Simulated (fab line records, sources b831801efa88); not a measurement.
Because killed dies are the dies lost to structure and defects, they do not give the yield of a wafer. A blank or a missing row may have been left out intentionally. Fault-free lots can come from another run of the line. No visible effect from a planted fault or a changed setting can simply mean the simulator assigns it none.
Matching of chambers	flow sky130	SKY_CONTACT_CVD_00 on pecvd-04 has 3 sister chambers
The step deposits Si3N4, target thk 75 nm. 15 wafers are shown with their chamber, then 7 later ones without.

== WAFERS, EACH WITH ITS CHAMBER ==
wafer	chamber	heater-power-w (W)
L665.1	1	620
L665.4	1	627
L665.6	0	771
L667.1	0	793
L667.5	0	784
L667.6	1	573
L669.1	1	607
L669.4	1	625
L669.6	2	886
L672.2	2	824
L672.6	0	783
L673.5	0	742
L673.6	1	624
L681.1	2	857
L681.5	0	704

SIGNATURES (means of the wafers above)
reading	chamber 0	chamber 1	chamber 2	scatter within a chamber
heater-power-w	762.83	612.67	855.67	28.6
Rule: for each reading, subtract the chamber's mean from the wafer's reading, divide by that reading's scatter and square the result; add these up over the readings and take the root, which gives the wafer's distance from the chamber. The wafer belongs to the nearest chamber; if the next one is less than 2 further off, it can't be placed. The scatter is the square root of a quotient: the sum, over the shown wafers, of each reading's squared deviation from its chamber's mean, divided by wafers minus chambers.

== WAFERS MISSING THEIR CHAMBER ==
wafer	heater-power-w (W)
L681.6	860
L682.1	817
L682.4	839
L682.5	774
L685.1	919
L685.3	725
L685.5	903

== THE CHAMBER EACH PASSED THROUGH ==
wafer	from the rows above	in truth
L681.6	2	2
L682.1	can't be placed: 2 or 0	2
L682.4	2	2
L682.5	0	0
L685.1	2	2
L685.3	0	0
L685.5	2	2
Correctly placed: 6 of 7. Cannot be placed on the basis of these rows: 1; the candidates contain the true chamber in 1. 0 placed wrongly.
